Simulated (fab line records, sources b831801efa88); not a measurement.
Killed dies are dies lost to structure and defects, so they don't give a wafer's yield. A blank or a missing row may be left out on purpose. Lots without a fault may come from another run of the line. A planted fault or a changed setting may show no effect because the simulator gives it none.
A struck lot beside a sound one | flow sky130 | 17 steps out of a route of 708
Sound: wafers L337.3, L337.4, L337.5. Struck: wafers L348.1, L348.3, L348.4. The cause comes at the end.
At each step with rows: each side's tool, then ch and its chambers, then its first start. Under that, the readings that differ: sound wafers | struck wafers | difference of the means | sigmas: that difference in standard deviations of wafers without a fault.
alike: readings whose means differ by less than 2 such deviations, and words and numbers that are the same on both sides. not compared: withheld readings, readings that some wafer has no value for, bounds like >300 that may hide the same value, and numbers for which the record gives no deviation and whose values overlap.
The two part at a step that has a row with sigmas, a row that says differs or no value, or rows on one side only. Numbers that don't overlap but have no deviation are shown without sigmas and don't part them. A reading that every wafer of one side lacks parts them only if that side has two wafers or more.

first, 1 step without rows for these wafers: SKY_LDD_N_IMPLANT_15.
SKY_LDD_N_STRIP_16: strips in O2/N2.
  sound on plasma_asher-02 ch 0,1, day 18 13:00; struck on plasma_asher-01 ch 0,1, day 23 22:26
  alike: drypump_motor_current_A, oes_product_au, strip_time_to_endpoint_s
  not compared: rf_hours_counter_h
SKY_LDD_N_TW_MEAS_17:
  sound on film_metro-03, day 18 13:05; struck on film_metro-04, day 23 22:32
  alike: LDD_N_TW
then, 7 steps without rows for these wafers: SKY_LDD_P_DEHYDRATE_00 (time 60 s); SKY_LDD_P_HMDS_01 (prime time 60 s); SKY_LDD_P_COAT_02 (resist thk 1140 nm); SKY_LDD_P_SOFTBAKE_03 (time 60 s); SKY_LDD_P_EXPOSE_04 (exposes mask PSDM, target cd 380 nm); SKY_LDD_P_PEB_05; SKY_LDD_P_DEVELOP_06 (develop time 60 s).
SKY_LDD_P_CD_MEAS_07: target cd 380 nm.
  sound on cd_sem-01, day 19 19:40; struck on cd_sem-02, day 25 03:44
  alike: cd_nm
SKY_LDD_P_OVL_MEAS_08:
  sound on overlay-01, day 19 19:45; struck on overlay-02, day 25 03:51
  alike: LDD_P_OVL
SKY_LDD_P_IMPLANT_09:
  sound on implanter-01 ch 0, day 19 19:49; struck on implanter-01 ch 0, day 25 03:53
  reading            | sound                          | struck                       | difference | sigmas
  dose_ions_cm2      | 9.993e+12 9.995e+12 1.0006e+13 | 1.94e+12 1.934e+12 1.924e+12 | -8.07e+12  | -99 or more
  faraday_current_uA | 55.8 58.1 56.3                 | 11.0 10.8 10.7               | -45.9      | -42
SKY_LDD_P_STRIP_10: strips in O2/N2.
  sound on plasma_asher-03 ch 0,1, day 19 19:58; struck on plasma_asher-02 ch 0,1, day 25 04:02
  alike: drypump_motor_current_A, oes_product_au, strip_time_to_endpoint_s
  not compared: rf_hours_counter_h
SKY_LDD_P_TW_MEAS_11:
  sound on film_metro-02, day 19 20:02; struck on film_metro-02, day 25 04:08
  reading  | sound       | struck      | difference | sigmas
  LDD_P_TW | 640 643 641 | 380 382 383 | -260       | -81
then, 1 step without rows for these wafers: SKY_LDD_HVN_DEHYDRATE_00 (time 60 s).
-- the record jumps here: 25 days lie between the struck wafers' starts before and after (it left off in module LDD_HVN and takes up again in module PAD_OPEN, whose first step shown is number 708 of the route) --
SKY_PAD_OPEN_PROBE_99:
  sound on prober-02, day 46 12:49; struck on prober-02, day 50 00:22
  reading                                     | sound             | struck                       | difference | sigmas
  model.etest.tip_p.rs_ohm_sq                 | 6745 6819 6772    | 3.087e+04 3.09e+04 3.097e+04 | +2.413e+04 |
  model.etest.tip_p.rs_ohm_sq_range           | 183.8 236.6 180.2 | 1815 1280 1643               | +1379      |
  model.etest.pfet_01v8.r_on_ohm_um           | 2860 2912 2848    | 3157 3182 3179               | +299       |
  model.etest.tip_p.rs_ohm_sq_rim_less_centre | 46.8 27.77 77.8   | -84.68 -77.73 -550.4         | -288.39    |
  model.etest.pfet_01v8.drive_ua_um           | 196.3 192.1 196.6 | 172.7 169.1 169.6            | -24.5      |
  model.etest.sram_pfet_latch.drive_ua_um     | 148 141.4 148.6   | 125.9 130.2 126.1            | -18.6      |
  model.etest.pfet_01v8_hvt.drive_ua_um       | 145.7 142.7 147.3 | 126.4 125.9 123.5            | -20.0      |
  model.etest.pfet_01v8_mvt.drive_ua_um       | 153.2 151.5 152.6 | 142.2 141.6 139.2            | -11.4      |
  alike: killed_at_M0_to_M3, killed_at_M4_up, killed_at_contacts, killed_at_front_end, killed_at_other, killed_dies, killed_open, killed_short

WHERE THEY PART
First at SKY_LDD_P_IMPLANT_09; last, within this record, at SKY_LDD_P_TW_MEAS_11. Later steps at which nothing parts them and some readings are alike: SKY_PAD_OPEN_PROBE_99.

WHY: what the simulator had put in
Process parameter drift: implanter-01, from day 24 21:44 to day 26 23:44, at SKY_LDD_P_IMPLANT_09. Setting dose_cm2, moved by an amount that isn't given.
